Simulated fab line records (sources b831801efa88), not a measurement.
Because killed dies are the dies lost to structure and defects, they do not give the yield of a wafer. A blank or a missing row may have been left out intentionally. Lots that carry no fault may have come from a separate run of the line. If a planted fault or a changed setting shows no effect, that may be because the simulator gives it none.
fab line records -- flow sky130 -- part 2 of 2: steps 28 to 37 of 37
record: lots: 5, wafers: 15, lastDay: 50
route steps=708 shown METAL2@497 VIA2@507 METAL3@532
lots untouched by any fault: they come from a run of this same line in which no faults occurred
startH: hours from the record's first day to the start of the lot's first wafer shown -- waitH: how many hours have passed since the lot's step before this one -- " identical to the entry in the row above -- L1.1+2: one row covering several wafers at once -- - no value, or no start given -- * or withheld: withheld -- < > ~ a bound
route shown NAME@n: a module of which the file shows steps, and the number in the route of the first -- usual: average and standard deviation across the fault-free wafers -- same: alike in all rows -- chamber/n: place in a boat -- sites: the reading at each site -- _std_site: standard deviation of those values -- _edge_site: outer sites' mean less inner sites' -- radiusMm: how far each site lies from the wafer's centre -- mask NAME#n: copy n -- behind: the last tool/chamber to shape the wafer -- hold: the reason the lot was held/the length of the hold in hours/how it ended -- device: whichever transistor did not switch (one of n, p or np) -- end of line: the route-end tests of the same wafers -- a step without rows: its recipe alone -- killed: dies that structure and defects cost at the first sort, which is not the same as the wafer's yield -- map: a wafer's dies, x killed, . not, _ none there
set.NAME: setting as actually run; set.NAME@STEP: the setting as run at that earlier step -- model.NAME: the simulator's own value behind a step, which no gauge read
lots at selected steps of the route; one table per step, one row per wafer
services: from which hour (startH, from the record's first day; less than 0 if before it) a tool's chamber was out of use, for how many hours, and why
== steps ==
step: SKY_VIA2_STRIP_17
recipe: chemistry: postEtchResidueRemover, timeS: 1200, tempC: 72.5
usual: bathHeatDutyPct: 13.7/1.5
lot.wafer,tool,chamber,startH,waitH,bathHeatDutyPct
L075.1,wetBench-03,2,866.61,0.1,14.9
L075.3,wetBench-03,2,866.61,0.1,14.1
L075.4,wetBench-03,2,866.61,0.1,13.5
L074.1,wetBench-02,0,884.46,0.1,13.3
L074.2,wetBench-02,0,884.46,0.1,15.1
L074.6,wetBench-02,0,884.46,0.1,14.4
L081.1,wetBench-02,2,901.71,0.1,15.5
L081.2,wetBench-02,2,901.71,0.1,14.4
L081.5,wetBench-02,2,901.71,0.1,15.8
L094.1,wetBench-04,0,1000.11,0.1,12.9
L094.4,wetBench-04,0,1000.11,0.1,13.8
L094.5,wetBench-04,0,1000.11,0.1,13.8
L097.3,wetBench-03,2,1019.28,0.0,14.9
L097.4,wetBench-03,2,1019.28,0.0,13.2
L097.5,wetBench-03,2,1019.28,0.0,13.9
step: SKY_VIA2_CLEAN_18
recipe: chemistry: IPA, timeS: 180, tempC: 25
usual: bathHeatDutyPct: 6.0/0.68
lot.wafer,tool,chamber,startH,waitH,bathHeatDutyPct
L075.1,wetBench-04,3,866.98,0.0,6.3
L075.3,wetBench-04,3,866.98,0.0,5.2
L075.4,wetBench-04,3,866.98,0.0,5.5
L074.1,wetBench-04,2,884.80,0.0,6.3
L074.2,wetBench-04,2,884.80,0.0,6.7
L074.6,wetBench-04,2,884.80,0.0,6.5
L081.1,wetBench-03,1,902.05,0.0,5.3
L081.2,wetBench-03,1,902.05,0.0,5.3
L081.5,wetBench-03,1,902.05,0.0,5.4
L094.1,wetBench-04,1,1000.45,0.0,6.2
L094.4,wetBench-04,1,1000.45,0.0,6.3
L094.5,wetBench-04,1,1000.45,0.0,6.9
L097.3,wetBench-03,1,1019.66,0.0,5.2
L097.4,wetBench-03,1,1019.66,0.0,4.4
L097.5,wetBench-03,1,1019.66,0.0,4.8
step: SKY_VIA2_CLEAN_19
recipe: chemistry: O3/DIW, dry: n2Spin
lot.wafer,tool,chamber,startH,waitH
L075.1+3+4,wetBench-02,2,867.04,0.0
L074.1+2+6,wetBench-04,3,884.87,0.0
L081.1+2+5,wetBench-02,2,902.11,0.0
L094.1+4+5,wetBench-04,3,1000.51,0.0
L097.3+4+5,wetBench-02,3,1019.72,0.0
step: SKY_VIA2_SPUTTER_20
recipe: material: TiN, targetThkNm: 20, chamberPressurePa: 5, powerW: 4000, timeS: 80
usual: throttleValvePct: 30.2/0.93
lot.wafer,tool,chamber,startH,waitH,throttleValvePct
L075.1,pvdSputter-03,-,867.13,0.0,29.7
L075.3,pvdSputter-03,-,867.13,0.0,28.6
L075.4,pvdSputter-03,-,867.13,0.0,30.0
L074.1,pvdSputter-01,-,884.97,0.0,29.0
L074.2,pvdSputter-01,-,884.97,0.0,31.4
L074.6,pvdSputter-01,-,884.97,0.0,29.5
L081.1,pvdSputter-01,-,902.20,0.0,31.2
L081.2,pvdSputter-01,-,902.20,0.0,29.1
L081.5,pvdSputter-01,-,902.20,0.0,31.2
L094.1,pvdSputter-04,-,1000.60,0.0,30.8
L094.4,pvdSputter-04,-,1000.60,0.0,30.6
L094.5,pvdSputter-04,-,1000.60,0.0,30.6
L097.3,pvdSputter-01,-,1019.81,0.0,29.0
L097.4,pvdSputter-01,-,1019.81,0.0,29.0
L097.5,pvdSputter-01,-,1019.81,0.0,31.3
step: SKY_VIA2_CVD_21
recipe: material: W, targetThkNm: 420, timeS: 126.4, tempC: 398.4, pressureTorr: 40
usual: heaterPowerOuterW: 490/37, heaterPowerW: 832/63
lot.wafer,tool,chamber,startH,waitH,heaterPowerOuterW,heaterPowerW
L075.1,cvdW-02,1,867.20,0.0,514,784
L075.3,cvdW-02,0,867.20,0.0,458,805
L075.4,cvdW-02,1,867.20,0.0,517,772
L074.1,cvdW-02,1,885.03,0.0,511,792
L074.2,cvdW-02,0,885.03,0.0,445,789
L074.6,cvdW-02,1,885.03,0.0,510,756
L081.1,cvdW-02,1,902.27,0.0,529,794
L081.2,cvdW-02,1,902.27,0.0,514,780
L081.5,cvdW-02,1,902.27,0.0,527,780
L094.1,cvdW-02,1,1000.67,0.0,529,804
L094.4,cvdW-02,1,1000.67,0.0,532,797
L094.5,cvdW-02,1,1000.67,0.0,527,821
L097.3,cvdW-01,0,1019.99,0.1,488,877
L097.4,cvdW-01,1,1019.99,0.1,510,906
L097.5,cvdW-01,1,1019.99,0.1,513,934
step: SKY_VIA2_RS_MEAS_22
recipe: thkMeasGauge: four-point-probe, reads: W_of_VIA2_CVD_21+TiN_of_VIA2_SPUTTER_20
usual: VIA2_W_RS: 0.277/0.0033
lot.wafer,tool,chamber,startH,waitH,VIA2_W_RS[ohm/sq]
L075.1,filmMetro-01,-,867.33,0.1,0.276
L075.3,filmMetro-01,-,867.33,0.1,0.277
L075.4,filmMetro-01,-,867.33,0.1,0.272
L074.1,filmMetro-01,-,885.16,0.1,0.284
L074.2,filmMetro-01,-,885.16,0.1,0.280
L074.6,filmMetro-01,-,885.16,0.1,0.283
L081.1,filmMetro-02,-,902.53,0.2,0.271
L081.2,filmMetro-02,-,902.53,0.2,0.276
L081.5,filmMetro-02,-,902.53,0.2,0.276
L094.1,filmMetro-01,-,1000.80,0.1,0.270
L094.4,filmMetro-01,-,1000.80,0.1,0.272
L094.5,filmMetro-01,-,1000.80,0.1,0.273
L097.3,filmMetro-03,-,1020.12,0.1,0.278
L097.4,filmMetro-03,-,1020.12,0.1,0.280
L097.5,filmMetro-03,-,1020.12,0.1,0.277
step: SKY_VIA2_THK_MEAS_23
recipe: thkMeasGauge: xrf, reads: W_of_VIA2_CVD_21
usual: VIA2_W_THK: 418/5.7
lot.wafer,tool,chamber,startH,waitH,VIA2_W_THK[nm]
L075.1,filmMetro-01,-,867.45,0.1,411
L075.3,filmMetro-01,-,867.45,0.1,414
L075.4,filmMetro-01,-,867.45,0.1,420
L074.1,filmMetro-01,-,885.28,0.1,403
L074.2,filmMetro-01,-,885.28,0.1,409
L074.6,filmMetro-01,-,885.28,0.1,404
L081.1,filmMetro-02,-,902.65,0.1,428
L081.2,filmMetro-02,-,902.65,0.1,420
L081.5,filmMetro-02,-,902.65,0.1,418
L094.1,filmMetro-01,-,1000.92,0.1,431
L094.4,filmMetro-01,-,1000.92,0.1,427
L094.5,filmMetro-01,-,1000.92,0.1,424
L097.3,filmMetro-03,-,1020.22,0.1,421
L097.4,filmMetro-03,-,1020.22,0.1,415
L097.5,filmMetro-03,-,1020.22,0.1,421
step: SKY_VIA2_CMP_24
recipe: stopOn: SiO2, tOverpolishS: 20, downForcePsi: 3.5, platenRpm: 60, targetThkNm: 0, padVelocityMS: 0.94248
usual: motorCurrentA: 11.2/1.4, overpolishRunS: 20.001/0.0084, timeToEndpointS: 98/5.1
lot.wafer,tool,chamber,startH,waitH,motorCurrentA,overpolishRunS,timeToEndpointS
L075.1,cmp-01,2,867.51,0.1,10.8,19.999,99
L075.4,cmp-01,3,867.51,0.1,11.8,19.992,103
L075.3,cmp-01,1,867.51,0.1,13.6,20.002,94
L074.1,cmp-02,0,885.39,0.1,10.0,20.001,102
L074.2,cmp-02,1,885.39,0.1,11.8,20.003,103
L074.6,cmp-02,0,885.39,0.1,9.4,19.988,100
L081.1,cmp-02,2,902.71,0.1,13.3,20.002,102
L081.2,cmp-02,0,902.71,0.1,9.5,20.006,103
L081.5,cmp-02,3,902.71,0.1,9.0,20.007,94
L094.1,cmp-02,3,1000.98,0.1,9.0,20.009,88
L094.4,cmp-02,1,1000.98,0.1,12.0,20.011,102
L094.5,cmp-02,0,1000.98,0.1,9.8,20.002,97
L097.4,cmp-01,3,1020.38,0.1,11.2,19.994,97
L097.3,cmp-01,1,1020.38,0.1,12.9,19.993,91
L097.5,cmp-01,2,1020.38,0.1,11.0,20.001,94
step: SKY_METAL3_SPUTTER_00
recipe: material: Ti, targetThkNm: 15, powerW: 3000, timeS: 10, chamberPressurePa: 0.4
usual: throttleValvePct: 30.0/0.96
lot.wafer,tool,chamber,startH,waitH,throttleValvePct
L075.1,pvdSputter-04,-,867.81,0.2,29.7
L075.3,pvdSputter-04,-,867.81,0.2,30.8
L075.4,pvdSputter-04,-,867.81,0.2,30.9
L074.1,pvdSputter-01,-,885.64,0.2,31.3
L074.2,pvdSputter-01,-,885.64,0.2,29.4
L074.6,pvdSputter-01,-,885.64,0.2,29.1
L081.1,pvdSputter-04,-,903.01,0.2,29.8
L081.2,pvdSputter-04,-,903.01,0.2,30.9
L081.5,pvdSputter-04,-,903.01,0.2,30.7
L094.1,pvdSputter-01,-,1001.28,0.2,31.2
L094.4,pvdSputter-01,-,1001.28,0.2,29.2
L094.5,pvdSputter-01,-,1001.28,0.2,29.2
L097.3,pvdSputter-02,-,1020.63,0.1,31.7
L097.4,pvdSputter-02,-,1020.63,0.1,30.0
L097.5,pvdSputter-02,-,1020.63,0.1,29.9
step: SKY_METAL3_SPUTTER_01
recipe: material: TiN, targetThkNm: 20, powerW: 6500, timeS: 16.7, chamberPressurePa: 0.4
usual: throttleValvePct: 30.0/0.94
lot.wafer,tool,chamber,startH,waitH,throttleValvePct
L075.1,pvdSputter-04,-,867.83,0.0,30.0
L075.3,pvdSputter-04,-,867.83,0.0,31.0
L075.4,pvdSputter-04,-,867.83,0.0,30.8
L074.1,pvdSputter-01,-,885.66,0.0,31.5
L074.2,pvdSputter-01,-,885.66,0.0,29.4
L074.6,pvdSputter-01,-,885.66,0.0,29.3
L081.1,pvdSputter-04,-,903.03,0.0,30.1
L081.2,pvdSputter-04,-,903.03,0.0,30.9
L081.5,pvdSputter-04,-,903.03,0.0,31.1
L094.1,pvdSputter-01,-,1001.30,0.0,31.2
L094.4,pvdSputter-01,-,1001.30,0.0,29.1
L094.5,pvdSputter-01,-,1001.30,0.0,29.1
L097.3,pvdSputter-02,-,1020.66,0.0,31.5
L097.4,pvdSputter-02,-,1020.66,0.0,29.7
L097.5,pvdSputter-02,-,1020.66,0.0,29.9
== services ==
tool,chamber,startH,hours,kind
plasmaAsher-02,-,815.24,0.8,repair
cmp-01,-,816.18,3.3,repair
rieDiel-04,-,818.56,14.6,pm
cmp-01,-,819.44,6.5,pm
plasmaAsher-02,-,829.63,14.6,pm
pvdSputter-01,-,839.79,1.1,repair
rieDiel-04,-,848.34,0.3,repair
rieDiel-04,2,851.27,2.9,repair
cmp-01,-,851.39,2.0,repair
rieMetal-03,0,854.71,9.5,repair
wetBench-04,-,863.68,1.5,repair
cmp-02,-,877.33,2.5,pm
cmp-02,-,880.20,1.4,repair
rieDiel-04,0,887.97,12.9,repair
cmp-01,-,912.03,4.0,pm
pvdSputter-01,-,912.62,1.7,repair
rieMetal-04,-,917.49,14.6,pm
pvdSputter-01,-,921.11,1.2,repair
cmp-02,-,922.39,1.6,repair
wetBench-03,-,932.53,0.5,repair
rieMetal-03,-,950.58,0.7,repair
cmp-02,-,972.86,1.5,repair
plasmaAsher-02,-,981.88,1.0,repair
cmp-01,-,987.77,7.2,pm
